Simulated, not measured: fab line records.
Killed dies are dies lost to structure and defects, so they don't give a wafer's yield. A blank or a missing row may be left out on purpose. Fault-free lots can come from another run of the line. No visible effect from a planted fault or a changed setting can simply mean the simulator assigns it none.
fab line records	flow gf180mcu	part 1 of 2: steps 1 to 26 of 34
[record] lots = 5	wafers = 15	last-day = 34
route steps=602 shown STI@19 DNWELL@32 NWELL@42
lots that met no fault: taken from a fault-free run of the same line
start-h: start of the lot's first displayed wafer, in hours after the record's first day	wait-h: hours elapsed since this lot's preceding step	" the same as in the row above	L1.1+2: one row covering several wafers at once	- either no value or no given start	* or withheld: withheld	< > ~ a bound
route shown NAME@n: NAME is a module with steps in the file, n the number in the route of the first one	usual: mean/standard deviation taken from wafers without a fault	same: alike in all rows	chamber/n: place in a boat	sites: per-site readings	_std_site: their standard deviation	_edge_site: the outer-site mean with the inner-site mean subtracted	radius-mm: for every site, how far away it sits from the centre of the wafer	mask NAME#n: copy n	behind: the last tool/chamber to shape the wafer	hold: reason for holding the lot/hours on hold/outcome of the hold	device: the n, p or np transistor that did not switch	end of line: the same wafers' tests at the end of the route	a step given without rows: its recipe and nothing more	killed: not the wafer's yield, but the dies lost to structure and defects at the first sort	map: the dies of a wafer, with x for killed, . for not killed, _ for no die there
set.NAME: the run value of the setting; set.NAME@STEP: its run value at that earlier step	model.NAME: the simulator's own value behind a step, which no gauge read
certain route steps with their lots: each step a table, each wafer a row
services: from which hour (start-h, from the record's first day; less than 0 if before it) a tool's chamber was out of use, for how many hours, and why
[[steps]]
[step GF_STI_CLEAN_18]
[recipe] chemistry = SC1/SC2	mix = 1:4:20	temp-c = 70	time-s = 150
lot.wafer	tool	chamber	start-h	wait-h
L077.4+5+6	wet-bench-01	0	41.83	0.0
L078.1+3+5	wet-bench-04	2	45.63	0.0
L080.1+3+6	wet-bench-02	0	57.43	0.0
L096.1+5+6	wet-bench-04	0	138.93	0.0
L097.1+5+6	wet-bench-04	0	144.28	0.0
[step GF_STI_CLEAN_19]
[recipe] chemistry = dHF	time-s = 20	dilution = 100:1
lot.wafer	tool	chamber	start-h	wait-h
L077.4+5+6	wet-bench-04	3	41.88	0.0
L078.1+3+5	wet-bench-02	3	45.68	0.0
L080.1+3+6	wet-bench-01	3	57.48	0.0
L096.1+5+6	wet-bench-02	3	138.98	0.0
L097.1+5+6	wet-bench-02	3	144.33	0.0
[step GF_STI_WET_ETCH_20]
[recipe] chemistry = dHF	dilution = 100:1	target-depth-nm = 20	temp-c = 25	dry = ipa-marangoni	target = SiO2	time-s = 400
lot.wafer	tool	chamber	start-h	wait-h
L077.4+5+6	wet-bench-02	2	41.89	0.0
L078.1+3+5	wet-bench-01	0	45.70	0.0
L080.1+3+6	wet-bench-04	2	57.50	0.0
L096.1+5+6	wet-bench-01	1	139.00	0.0
L097.1+5+6	wet-bench-04	3	144.35	0.0
[step GF_STI_OXIDATION_21]
[recipe] temp-c = 1000	ambient = O2	stabilise-s = 600	purge-s = 300	target-thk-a = 150	ox-time-s = 458
[usual] spike-tc-top-C = 1010.6/2.3	spike-tc-upper-C = 1000.5/1.5	tube-center-temp-C = 999.99/0.088
[same] stabilise-s = 600
lot.wafer	tool	chamber	start-h	wait-h	spike-tc-top-C	spike-tc-upper-C	tube-center-temp-C
L077.4	furnace-01	0	42.01	0.0	1010.4	999.5	1000.1
L077.5	"	0	"	"	1008.6	999.0	999.9
L077.6	"	0	"	"	1009.5	998.7	1000
L078.1	furnace-01	0	46.95	1.1	1009.0	997.8	1000
L078.3	"	0	"	"	1008.0	999.5	999.9
L078.5	"	0	"	"	1008.2	999.5	1000
L080.1	furnace-02	0	57.62	0.0	1014.3	1003.8	999.97
L080.3	"	0	"	"	1013.6	999.8	999.98
L080.6	"	0	"	"	1013.2	1002.6	999.98
L096.1	furnace-02	0	139.24	0.0	1014.0	1000.9	1000
L096.5	"	0	"	"	1013.6	1001.1	1000.1
L096.6	"	0	"	"	1013.0	1003.6	999.88
L097.1	furnace-02	0	145.94	1.5	1012.8	1000.9	1000.1
L097.5	"	0	"	"	1014.4	1002.3	1000
L097.6	"	0	"	"	1011.3	1001.2	999.94
[step GF_STI_THK_MEAS_22]
[recipe] reads = SiO2_of_STI_OXIDATION_21
[usual] STI_OXIDATION_01_THK = 14.9/0.32
lot.wafer	tool	chamber	start-h	wait-h	STI_OXIDATION_01_THK[nm]
L077.4	film-metro-03	-	43.17	0.0	14.8
L077.5	"	-	"	"	14.7
L077.6	"	-	"	"	14.6
L078.1	film-metro-04	-	48.08	0.0	15.1
L078.3	"	-	"	"	15.0
L078.5	"	-	"	"	15.1
L080.1	film-metro-04	-	58.74	0.0	15.4
L080.3	"	-	"	"	15.5
L080.6	"	-	"	"	15.4
L096.1	film-metro-02	-	140.36	0.0	15.0
L096.5	"	-	"	"	15.0
L096.6	"	-	"	"	14.6
L097.1	film-metro-03	-	147.07	0.0	14.9
L097.5	"	-	"	"	14.9
L097.6	"	-	"	"	14.6
[step GF_STI_CVD_23]
[recipe] material = SiO2	target-thk-nm = 650	sigma-open-frac = 0.3	time-s = 108.3	temp-c = 600	sih4-flow-sccm = 60	pressure-mtorr = 6
lot.wafer	tool	chamber	start-h	wait-h
L077.4+5+6	hdpcvd-02	1,0,2	43.24	0.1
L078.1+3+5	hdpcvd-01	2,1,1	48.14	0.1
L080.1+3+6	hdpcvd-02	1,2,1	58.80	0.1
L096.1+5+6	hdpcvd-02	1,1,2	140.42	0.1
L097.1+5+6	hdpcvd-01	2,0,2	147.13	0.1
[step GF_STI_THK_MEAS_24]
[recipe] reads = SiO2_of_STI_CVD_23
[usual] STI_CVD_23_THK = 649/5
lot.wafer	tool	chamber	start-h	wait-h	STI_CVD_23_THK[nm]
L077.4	film-metro-02	-	43.31	0.0	649
L077.5	"	-	"	"	651
L077.6	"	-	"	"	643
L078.1	film-metro-02	-	48.21	0.0	648
L078.3	"	-	"	"	647
L078.5	"	-	"	"	638
L080.1	film-metro-03	-	58.88	0.0	642
L080.3	"	-	"	"	648
L080.6	"	-	"	"	647
L096.1	film-metro-03	-	140.50	0.0	639
L096.5	"	-	"	"	643
L096.6	"	-	"	"	643
L097.1	film-metro-04	-	147.20	0.0	647
L097.5	"	-	"	"	644
L097.6	"	-	"	"	649
[step GF_STI_CMP_25]
[recipe] stop-on = Si3N4	t-overpolish-s = 33	down-force-psi = 4	platen-rpm = 60	target-thk-nm = 524.6	pad-velocity-m-s = 0.94248
[usual] motor-current-A = 12.1/0.75	overpolish-run-s = 33.001/0.0096	time-to-endpoint-s = 126/4.2
[same] t-overpolish-s = 33
lot.wafer	tool	chamber	start-h	wait-h	motor-current-A	overpolish-run-s	time-to-endpoint-s
L077.4	cmp-02	1	43.49	0.2	11.2	33.001	123
L077.5	"	2	"	"	12.1	32.986	124
L077.6	"	3	"	"	12.2	32.991	120
L078.1	cmp-02	3	48.27	0.1	13.1	33.010	127
L078.3	"	2	"	"	11.9	33.006	125
L078.5	"	3	"	"	13.1	33.010	125
L080.1	cmp-02	3	58.94	0.1	12.9	33.002	126
L080.3	"	0	"	"	11.9	33.007	132
L080.6	"	0	"	"	12.7	32.994	126
L096.1	cmp-02	2	140.71	0.2	12.7	33.006	127
L096.6	"	3	"	"	12.7	33.003	121
L096.5	"	0	"	"	12.1	32.999	123
L097.1	cmp-01	3	147.26	0.1	13.2	32.995	117
L097.5	"	3	"	"	11.9	33.011	120
L097.6	"	0	"	"	11.9	33.001	117
[step GF_STI_WET_ETCH_26]
[recipe] chemistry = dHF	target-depth-nm = 94	target = SiO2	temp-c = 25	dilution = 10:1	time-s = 188
lot.wafer	tool	chamber	start-h	wait-h
L077.4+5+6	wet-bench-02	1	43.64	0.1
L078.1+3+5	wet-bench-02	3	48.57	0.2
L080.1+3+6	wet-bench-02	3	59.24	0.2
L096.1+5+6	wet-bench-02	2	140.86	0.1
L097.1+5+6	wet-bench-02	1	147.56	0.2
[step GF_STI_WET_ETCH_27]
[recipe] chemistry = H3PO4	target-depth-nm = 160	target = Si3N4	temp-c = 160	time-s = 1825
lot.wafer	tool	chamber	start-h	wait-h
L077.4+5+6	wet-bench-01	1	43.70	0.0
L078.1+3+5	wet-bench-01	0	48.63	0.0
L080.1+3+6	wet-bench-01	3	59.30	0.0
L096.1+5+6	wet-bench-04	0	140.92	0.0
L097.1+5+6	wet-bench-04	0	147.63	0.0
[step GF_STI_WET_ETCH_28]
[recipe] chemistry = dHF	target-depth-nm = 20	dry = ipa-marangoni	target = SiO2	temp-c = 25	dilution = 10:1	time-s = 40
lot.wafer	tool	chamber	start-h	wait-h
L077.4+5+6	wet-bench-01	0	44.21	0.0
L078.1+3+5	wet-bench-01	2	49.15	0.0
L080.1+3+6	wet-bench-01	1	59.82	0.0
L096.1+5+6	wet-bench-01	3	141.44	0.0
L097.1+5+6	wet-bench-04	3	148.19	0.0
[step GF_STI_OXIDATION_29]
[recipe] temp-c = 900	ambient = O2	stabilise-s = 600	purge-s = 300	target-thk-a = 100	ox-time-s = 1418
[usual] spike-tc-top-C = 911.3/2.4	spike-tc-upper-C = 900.4/1.5	tube-center-temp-C = 900/0.075
[same] stabilise-s = 600
lot.wafer	tool	chamber	start-h	wait-h	spike-tc-top-C	spike-tc-upper-C	tube-center-temp-C
L077.4	furnace-02	0	44.23	0.0	912.9	901.2	900.03
L077.5	"	0	"	"	914.6	901.7	899.97
L077.6	"	0	"	"	913.1	899.6	899.98
L078.1	furnace-01	0	49.17	0.0	910.7	899.1	900.02
L078.3	"	0	"	"	910.3	899.8	899.92
L078.5	"	0	"	"	909.8	899.4	899.9
L080.1	furnace-01	0	59.97	0.1	910.8	898.9	900.04
L080.3	"	0	"	"	910.0	900.5	899.98
L080.6	"	0	"	"	910.5	899.0	899.98
L096.1	furnace-01	0	141.90	0.4	909.1	901.0	900.02
L096.5	"	0	"	"	909.6	900.1	900.01
L096.6	"	0	"	"	908.7	900.7	899.87
L097.1	furnace-02	0	148.32	0.1	913.7	902.3	899.96
L097.5	"	0	"	"	913.8	902.5	899.98
L097.6	"	0	"	"	914.9	900.3	900.05
[step GF_STI_THK_MEAS_30]
[recipe] reads = SiO2_of_STI_OXIDATION_29
[usual] STI_OXIDATION_02_THK = 9.95/0.24
lot.wafer	tool	chamber	start-h	wait-h	STI_OXIDATION_02_THK[nm]
L077.4	film-metro-04	-	45.65	0.0	10.18
L077.5	"	-	"	"	10.16
L077.6	"	-	"	"	10.32
L078.1	film-metro-04	-	50.56	0.0	9.88
L078.3	"	-	"	"	9.72
L078.5	"	-	"	"	9.86
L080.1	film-metro-04	-	61.36	0.0	10.35
L080.3	"	-	"	"	10.23
L080.6	"	-	"	"	10.17
L096.1	film-metro-03	-	143.30	0.0	9.71
L096.5	"	-	"	"	9.74
L096.6	"	-	"	"	9.77
L097.1	film-metro-03	-	149.71	0.0	9.94
L097.5	"	-	"	"	9.90
L097.6	"	-	"	"	9.85
[step GF_DNWELL_DEHYDRATE_00]
[recipe] temp-c = 200	time-s = 60
[usual] resist-line-temp-C = 22.99/0.11
lot.wafer	tool	chamber	start-h	wait-h	resist-line-temp-C
L077.4	litho-track-02	0	51.07	5.4	22.91
L077.5	"	0	"	"	22.98
L077.6	"	0	"	"	22.98
L078.1	litho-track-01	0	56.42	5.8	22.95
L078.3	"	0	"	"	23.02
L078.5	"	0	"	"	23.00
L080.1	litho-track-01	0	67.07	5.7	22.88
L080.3	"	0	"	"	22.83
L080.6	"	0	"	"	22.78
L096.1	litho-track-03	0	150.24	6.9	23.00
L096.5	"	0	"	"	23.06
L096.6	"	0	"	"	23.13
L097.1	litho-track-01	0	157.27	7.5	23.19
L097.5	"	0	"	"	23.07
L097.6	"	0	"	"	23.00
[step GF_DNWELL_HMDS_01]
[recipe] prime-time-s = 60	prime-temp-c = 120
[usual] prime-temp-c = 120.03/0.13	resist-line-temp-C = 23.01/0.093
lot.wafer	tool	chamber	start-h	wait-h	prime-temp-c	resist-line-temp-C
L077.4	litho-track-02	0	51.22	0.1	120.04	23.00
L077.5	"	0	"	"	120.18	23.03
L077.6	"	0	"	"	120.12	22.93
L078.1	litho-track-01	0	56.57	0.1	119.98	23.03
L078.3	"	0	"	"	119.92	23.05
L078.5	"	0	"	"	120.11	23.05
L080.1	litho-track-01	0	67.22	0.1	120.02	23.05
L080.3	"	0	"	"	120.24	23.09
L080.6	"	0	"	"	120.18	23.02
L096.1	litho-track-03	0	150.39	0.1	120.03	23.10
L096.5	"	0	"	"	120.06	22.96
L096.6	"	0	"	"	120.09	23.06
L097.1	litho-track-01	0	157.42	0.1	120.05	23.11
L097.5	"	0	"	"	120.10	23.17
L097.6	"	0	"	"	119.99	22.93
[step GF_DNWELL_COAT_02]
[recipe] spin-rpm = 2000	resist-thk-nm = 3000
[usual] resist-line-temp-C = 22.99/0.11
lot.wafer	tool	chamber	start-h	wait-h	resist-line-temp-C
L077.4	litho-track-02	0	51.37	0.1	22.91
L077.5	"	0	"	"	22.88
L077.6	"	0	"	"	22.99
L078.1	litho-track-01	0	56.72	0.1	23.09
L078.3	"	0	"	"	23.09
L078.5	"	0	"	"	22.86
L080.1	litho-track-01	0	67.37	0.1	22.85
L080.3	"	0	"	"	22.99
L080.6	"	0	"	"	23.18
L096.1	litho-track-03	0	150.54	0.1	23.08
L096.5	"	0	"	"	23.08
L096.6	"	0	"	"	23.08
L097.1	litho-track-01	0	157.57	0.1	23.00
L097.5	"	0	"	"	23.01
L097.6	"	0	"	"	23.11
[step GF_DNWELL_SOFTBAKE_03]
[recipe] temp-c = 110	time-s = withheld
[usual] resist-line-temp-C = 22.99/0.1
lot.wafer	tool	chamber	start-h	wait-h	resist-line-temp-C
L077.4	litho-track-02	0	51.54	0.1	22.94
L077.5	"	0	"	"	22.92
L077.6	"	0	"	"	23.03
L078.1	litho-track-01	0	56.87	0.1	23.16
L078.3	"	0	"	"	23.09
L078.5	"	0	"	"	23.02
L080.1	litho-track-01	0	67.52	0.1	23.14
L080.3	"	0	"	"	23.11
L080.6	"	0	"	"	23.09
L096.1	litho-track-03	0	150.69	0.1	23.00
L096.5	"	0	"	"	23.15
L096.6	"	0	"	"	22.98
L097.1	litho-track-01	0	157.72	0.1	23.07
L097.5	"	0	"	"	23.03
L097.6	"	0	"	"	23.01
[step GF_DNWELL_EXPOSE_04]
[recipe] mask-id = DNWELL	target-cd-nm = 1700	na = 0.6	source-shape = conventional	sigma-outer = 0.6	dose-mj = 260
[usual] focus-offset-nm = 0.1/0.47	reticle-temp-C = 22.98/0.1	stage-vel-mm-s = 500.03/0.27
[same] na = 0.6
lot.wafer	tool	chamber	start-h	wait-h	mask	focus-offset-nm	reticle-temp-C	stage-vel-mm-s
L077.4	iline-stepper-01	0	-	-	DNWELL#0	0.6	22.93	500.30
L077.5	"	0	"	"	DNWELL#0	-0.3	23.15	500.22
L077.6	"	0	"	"	DNWELL#0	0.8	23.16	500.02
L078.1	iline-stepper-02	0	-	-	DNWELL#0	-0.2	23.22	500.07
L078.3	"	0	"	"	DNWELL#0	0.4	22.80	499.53
L078.5	"	0	"	"	DNWELL#0	-0.6	22.98	500.07
L080.1	iline-stepper-02	0	-	-	DNWELL#0	-0.4	22.93	499.72
L080.3	"	0	"	"	DNWELL#0	-0.5	22.98	500.03
L080.6	"	0	"	"	DNWELL#0	0.5	22.99	499.91
L096.1	iline-stepper-02	0	-	-	DNWELL#0	0.4	22.83	500.20
L096.5	"	0	"	"	DNWELL#0	-0.4	22.92	500.16
L096.6	"	0	"	"	DNWELL#0	0.0	22.87	500.04
L097.1	iline-stepper-01	0	-	-	DNWELL#0	-0.7	23.01	499.51
L097.5	"	0	"	"	DNWELL#0	0.0	22.97	499.58
L097.6	"	0	"	"	DNWELL#0	-0.3	22.86	499.87
[step GF_DNWELL_PEB_05]
[recipe] temp-c = 115	time-s = withheld
[usual] resist-line-temp-C = 23.03/0.13
lot.wafer	tool	chamber	start-h	wait-h	resist-line-temp-C
L077.4	litho-track-02	0	-	-	23.04
L077.5	"	0	"	"	22.89
L077.6	"	0	"	"	22.99
L078.1	litho-track-01	0	-	-	23.17
L078.3	"	0	"	"	23.08
L078.5	"	0	"	"	23.05
L080.1	litho-track-02	0	-	-	23.31
L080.3	"	0	"	"	23.09
L080.6	"	0	"	"	23.24
L096.1	litho-track-01	0	-	-	23.03
L096.5	"	0	"	"	23.08
L096.6	"	0	"	"	23.08
L097.1	litho-track-02	0	-	-	22.91
L097.5	"	0	"	"	22.98
L097.6	"	0	"	"	23.00
[step GF_DNWELL_DEVELOP_06]
[recipe] wall-angle-deg = 90	develop-time-s = 60	dev-temp-c = 23
[usual] resist-line-temp-C = 22.98/0.12
[same] develop-time-s = 60
lot.wafer	tool	chamber	start-h	wait-h	resist-line-temp-C
L077.4	litho-track-02	0	-	-	23.12
L077.5	"	0	"	"	23.17
L077.6	"	0	"	"	23.26
L078.1	litho-track-01	0	-	-	23.05
L078.3	"	0	"	"	23.13
L078.5	"	0	"	"	23.16
L080.1	litho-track-02	0	-	-	22.90
L080.3	"	0	"	"	22.88
L080.6	"	0	"	"	22.97
L096.1	litho-track-01	0	-	-	23.22
L096.5	"	0	"	"	22.96
L096.6	"	0	"	"	23.14
L097.1	litho-track-02	0	-	-	23.00
L097.5	"	0	"	"	23.13
L097.6	"	0	"	"	23.06
[step GF_DNWELL_IMPLANT_07]
[recipe] species = P	energy-kev = 1500	dose-cm2 = 1e+13	tilt-deg = 0
[usual] end-station-pressure-torr = 5.06e-06/2.3e-07
lot.wafer	tool	chamber	start-h	wait-h	end-station-pressure-torr
L077.4	implanter-04	0	58.32	-	5.38e-06
L077.5	"	0	"	"	5.23e-06
L077.6	"	0	"	"	5.09e-06
L078.1	implanter-01	0	63.72	-	4.95e-06
L078.3	"	0	"	"	5.22e-06
L078.5	"	0	"	"	4.96e-06
L080.1	implanter-01	0	74.44	-	4.52e-06
L080.3	"	0	"	"	4.94e-06
L080.6	"	0	"	"	5.53e-06
L096.1	implanter-01	0	158.87	-	5.33e-06
L096.5	"	0	"	"	5.34e-06
L096.6	"	0	"	"	5.22e-06
L097.1	implanter-04	0	165.39	-	5.27e-06
L097.5	"	0	"	"	4.62e-06
L097.6	"	0	"	"	5.12e-06
[step GF_DNWELL_STRIP_08]
[recipe] chemistry = O2/N2	power-w = 1400	pressure-mtorr = 1500	platen-temp-c = 250	o2-flow-sccm = 3000	n2-flow-sccm = 300	overash-fraction = 0.5
[usual] drypump-motor-current-A = 5.7/0.47	heater-power-w = 302/22	o2-flow-sccm = 2999/8.6	oes-product-au = 0.722/0.004	strip-time-to-endpoint-s = 36.93/0.1
lot.wafer	tool	chamber	start-h	wait-h	drypump-motor-current-A	heater-power-w	o2-flow-sccm	oes-product-au	rf-hours-counter-h	strip-time-to-endpoint-s
L077.4	plasma-asher-03	0	58.42	0.1	5.6	283	2995	0.718	-	36.87
L077.5	"	1	"	"	6.2	285	3001	0.721	-	36.87
L077.6	"	0	"	"	5.6	277	2992	0.729	-	37.02
L078.1	plasma-asher-03	0	63.87	0.1	5.6	279	3009	0.725	40	36.88
L078.3	"	1	"	"	6.2	293	2990	0.718	-	36.80
L078.5	"	1	"	"	6.2	300	3000	0.723	-	37.07
L080.1	plasma-asher-02	0	74.59	0.1	4.9	281	2991	0.718	40	36.98
L080.3	"	1	"	"	6.1	309	3004	0.726	-	36.96
L080.6	"	0	"	"	4.9	287	2995	0.718	-	36.96
L096.1	plasma-asher-02	0	159.02	0.1	4.9	291	2986	0.716	49	36.99
L096.5	"	0	"	"	4.9	288	2990	0.710	-	37.09
L096.6	"	1	"	"	6.1	305	3000	0.723	-	37.01
L097.1	plasma-asher-01	1	165.54	0.1	5.6	366	2995	0.726	40	36.96
L097.5	"	1	"	"	5.6	362	2996	0.724	-	37.09
L097.6	"	0	"	"	5.3	314	3008	0.717	-	37.09
[step GF_DNWELL_TW_MEAS_09]
[usual] DNWELL_TW = 1364/13
lot.wafer	tool	chamber	start-h	wait-h	DNWELL_TW
L077.4	film-metro-03	-	58.52	0.1	1354
L077.5	"	-	"	"	1355
L077.6	"	-	"	"	1356
L078.1	film-metro-02	-	63.97	0.1	1360
L078.3	"	-	"	"	1353
L078.5	"	-	"	"	1355
L080.1	film-metro-01	-	74.69	0.1	1376
L080.3	"	-	"	"	1369
L080.6	"	-	"	"	1363
L096.1	film-metro-02	-	159.12	0.1	1372
L096.5	"	-	"	"	1366
L096.6	"	-	"	"	1362
L097.1	film-metro-03	-	165.64	0.1	1365
L097.5	"	-	"	"	1362
L097.6	"	-	"	"	1356
[step GF_NWELL_DEHYDRATE_00]
[recipe] temp-c = 200	time-s = 60
[usual] resist-line-temp-C = 22.99/0.099
lot.wafer	tool	chamber	start-h	wait-h	resist-line-temp-C
L077.4	litho-track-04	0	64.37	5.8	23.17
L077.5	"	0	"	"	23.02
L077.6	"	0	"	"	23.02
L078.1	litho-track-02	0	70.19	6.2	22.89
L078.3	"	0	"	"	22.80
L078.5	"	0	"	"	23.04
L080.1	litho-track-04	0	80.79	6.1	23.15
L080.3	"	0	"	"	23.05
L080.6	"	0	"	"	23.13
L096.1	litho-track-01	0	166.07	6.9	23.21
L096.5	"	0	"	"	23.15
L096.6	"	0	"	"	23.01
L097.1	litho-track-04	0	172.64	7.0	22.91
L097.5	"	0	"	"	22.89
L097.6	"	0	"	"	22.92
[step GF_NWELL_HMDS_01]
[recipe] prime-time-s = 60	prime-temp-c = 120
[usual] prime-temp-c = 120.02/0.13	resist-line-temp-C = 23.01/0.12
lot.wafer	tool	chamber	start-h	wait-h	prime-temp-c	resist-line-temp-C
L077.4	litho-track-04	0	64.52	0.1	120.08	22.83
L077.5	"	0	"	"	120.16	22.94
L077.6	"	0	"	"	119.93	22.89
L078.1	litho-track-02	0	70.34	0.1	119.86	23.11
L078.3	"	0	"	"	120.06	22.94
L078.5	"	0	"	"	119.75	23.02
L080.1	litho-track-04	0	80.94	0.1	120.04	22.81
L080.3	"	0	"	"	120.03	22.90
L080.6	"	0	"	"	119.77	22.97
L096.1	litho-track-01	0	166.22	0.1	120.08	22.83
L096.5	"	0	"	"	120.11	22.99
L096.6	"	0	"	"	120.14	23.05
L097.1	litho-track-04	0	172.79	0.1	120.40	23.01
L097.5	"	0	"	"	120.15	22.84
L097.6	"	0	"	"	120.28	22.89
[step GF_NWELL_COAT_02]
[recipe] spin-rpm = 2000	resist-thk-nm = 3000
[usual] resist-line-temp-C = 23.01/0.11
lot.wafer	tool	chamber	start-h	wait-h	resist-line-temp-C
L077.4	litho-track-04	0	64.67	0.1	23.06
L077.5	"	0	"	"	23.02
L077.6	"	0	"	"	22.91
L078.1	litho-track-02	0	70.49	0.1	22.78
L078.3	"	0	"	"	22.92
L078.5	"	0	"	"	23.03
L080.1	litho-track-04	0	81.09	0.1	23.06
L080.3	"	0	"	"	23.08
L080.6	"	0	"	"	22.97
L096.1	litho-track-01	0	166.37	0.1	23.03
L096.5	"	0	"	"	22.96
L096.6	"	0	"	"	23.06
L097.1	litho-track-04	0	172.94	0.1	23.06
L097.5	"	0	"	"	22.88
L097.6	"	0	"	"	22.91
